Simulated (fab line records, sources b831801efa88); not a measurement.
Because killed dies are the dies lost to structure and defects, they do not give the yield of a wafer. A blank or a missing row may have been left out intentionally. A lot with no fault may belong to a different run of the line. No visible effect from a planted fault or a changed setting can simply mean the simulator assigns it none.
Which tool is to blame? -- flow sky130 -- 12 lots, 36 wafers sampled, at 5 steps of a route of 708

## WHAT EACH GAUGE READ, for each wafer
SKY_RES_XHIGH_TW_MEAS_09.
lot,measured,on,RES_XHIGH_TW
L525,day 26 18:40,film_metro-01,1638 1653 1648
L526,day 26 23:56,film_metro-01,1654 1651 1650
L528,day 28 00:40,film_metro-03,1621 1621 1621
L529,day 28 09:08,film_metro-04,1665 1675 1663
L531,day 28 21:37,film_metro-04,1665 1653 1656
L533,day 30 08:46,film_metro-01,30 30 30
L542,day 32 11:33,film_metro-01,1627 1623 1619
L543,day 32 15:38,film_metro-04,1651 1661 1660
L544,day 33 17:10,film_metro-01,1637 1636 1632
L545,day 33 21:19,film_metro-01,1634 1636 1633
L546,day 33 22:34,film_metro-03,1629 1629 1626
L547,day 34 02:47,film_metro-03,1626 1625 1635

SKY_SD_N_RS_MEAS_18: measures by four-point-probe.
lot,measured,on,RES_XHIGH_RS (ohm/sq)
L525,day 28 00:27,film_metro-01,333.9 332.3 331.6
L526,day 28 05:03,film_metro-03,332.2 333.5 333.9
L528,day 29 05:43,film_metro-03,333.4 333.4 332.9
L529,day 29 13:35,film_metro-04,330.5 331.4 331.3
L531,day 30 12:20,film_metro-01,334.4 335.8 334.4
L533,day 30 23:40,film_metro-01,332.1 332.7 332.7
L542,day 33 14:37,film_metro-03,333.8 333.8 334.8
L543,day 33 18:26,film_metro-04,332.5 331.4 332.0
L544,day 34 20:43,film_metro-03,334.4 334.6 334.6
L545,day 35 00:52,film_metro-03,336.0 335.3 336.3
L546,day 35 02:06,film_metro-04,333.1 333.0 334.7
L547,day 35 06:23,film_metro-01,333.4 332.5 334.4

SKY_LI_CONTACT_CD_MEAS_12: target cd 170 nm.
lot,measured,on,cd_nm (nm)
L525,day 29 06:02,cd_sem-01,169.8 171.2 169.9
L526,day 29 09:43,cd_sem-02,170.3 169.3 171.5
L528,day 30 08:13,cd_sem-01,167.7 168.2 168.9
L529,day 30 12:00,cd_sem-02,172.7 174.5 174.1
L531,day 31 14:04,cd_sem-02,170.0 170.9 168.9
L533,day 32 03:17,cd_sem-02,171.9 170.9 171.1
L542,day 34 18:02,cd_sem-01,170.2 169.4 171.4
L543,day 34 21:18,cd_sem-01,170.6 172.5 171.2
L544,day 35 23:41,cd_sem-01,169.9 170.6 168.2
L545,day 36 03:55,cd_sem-02,172.1 169.4 171.1
L546,day 36 05:20,cd_sem-01,169.2 168.5 171.6
L547,day 36 08:51,cd_sem-02,171.0 170.9 170.1

## EACH LOT AND THE TOOL THAT RAN IT (in order: tool; ch and the chambers of the sampled wafers; start)
lot,SKY_RES_PROTECT_STRIP_07,SKY_RES_XHIGH_EXPOSE_04
L525,"plasma_asher-02 ch 0,1, day 15 08:05","iline_stepper-01 ch 0, day 26 03:46"
L526,"plasma_asher-01 ch 0,1, day 15 11:22","iline_stepper-01 ch 0, day 26 09:55"
L528,"plasma_asher-01 ch 0,1, day 16 06:37","iline_stepper-01 ch 0, day 27 10:01"
L529,"plasma_asher-01 ch 0,1, day 16 17:22","iline_stepper-01 ch 0, day 27 19:29"
L531,"plasma_asher-04 ch 0, day 17 06:22","iline_stepper-02 ch 0, day 28 07:17"
L533,"plasma_asher-02 ch 0,1, day 19 00:29","iline_stepper-02 ch 0, day 29 20:40"
L542,"plasma_asher-02 ch 0,1, day 21 19:04","iline_stepper-01 ch 0, day 31 20:50"
L543,"plasma_asher-02 ch 0,1, day 21 22:04","iline_stepper-02 ch 0, day 32 01:01"
L544,"plasma_asher-02 ch 0,1, day 22 04:22","iline_stepper-02 ch 0, day 33 02:19"
L545,"plasma_asher-04 ch 0,1, day 22 21:52","iline_stepper-02 ch 0, day 33 07:37"
L546,"plasma_asher-01 ch 0,1, day 23 01:22","iline_stepper-01 ch 0, day 33 08:45"
L547,"plasma_asher-01 ch 0,1, day 23 03:04","iline_stepper-01 ch 0, day 33 13:47"
- SKY_RES_PROTECT_STRIP_07: strips in O2/N2.
- SKY_RES_XHIGH_EXPOSE_04: exposes mask URPM, target cd 1270 nm.

## WHAT THE TOOLS THEMSELVES READ (means of the sampled wafers that have a number; where no wafer has one, the mark that the record gives instead)
SKY_RES_PROTECT_STRIP_07.
lot,tool,chamber_pressure_mTorr (mTorr),drypump_motor_current_A (A),oes_product_au (a.u.),strip_time_to_endpoint_s (s)
L525,plasma_asher-02,1501.1,6.3,0.517,23.30
L526,plasma_asher-01,1498.9,5.4,0.511,23.28
L528,plasma_asher-01,1500.1,5.2,0.518,23.29
L529,plasma_asher-01,1499.9,5.2,0.516,23.28
L531,plasma_asher-04,1501.8,5.6,0.520,23.34
L533,plasma_asher-02,1499.1,5.8,0.518,23.30
L542,plasma_asher-02,1501.9,5.8,0.516,23.28
L543,plasma_asher-02,1502.0,5.8,0.518,23.30
L544,plasma_asher-02,1500.8,5.8,0.523,23.29
L545,plasma_asher-04,1500.8,5.3,0.518,23.34
L546,plasma_asher-01,1499.5,5.1,0.511,23.38
L547,plasma_asher-01,1500.6,5.4,0.523,23.34

## THE ANSWER, worked out from the rows above alone
Rule: usual is defined by the lots themselves. Put in order of their means at a reading, lots are off if they are a third of the lots or fewer, leave a main group of 4 or more, and stand apart from it by a gap of 3 or more times the standard deviation of the main group's means; of several such gaps the widest counts. The tables above print the reading to a certain number of digits; a main group whose means all agree to those digits is not used. Also off: a lot with no number at a reading for which 4 or more lots have one. The other lots that the step has rows for count as sound. First the gauges in route order, then the tools' own readings, where a lot's mean is used as printed above. The first step at which some lot is off is used, and at that step the reading that is off furthest; a lot without a number counts as furthest.
Off: L533, at SKY_RES_XHIGH_TW_MEAS_09 (RES_XHIGH_TW). The main group: mean 1641, standard deviation 15.
A tool fits if, at a process step before that reading, it ran every lot that is off, and no sound lot after the first of them. The gauges at SKY_RES_XHIGH_TW_MEAS_09 are tried like those tools. Of those tried, none fits.

## WHAT THE SIMULATOR PUT IN
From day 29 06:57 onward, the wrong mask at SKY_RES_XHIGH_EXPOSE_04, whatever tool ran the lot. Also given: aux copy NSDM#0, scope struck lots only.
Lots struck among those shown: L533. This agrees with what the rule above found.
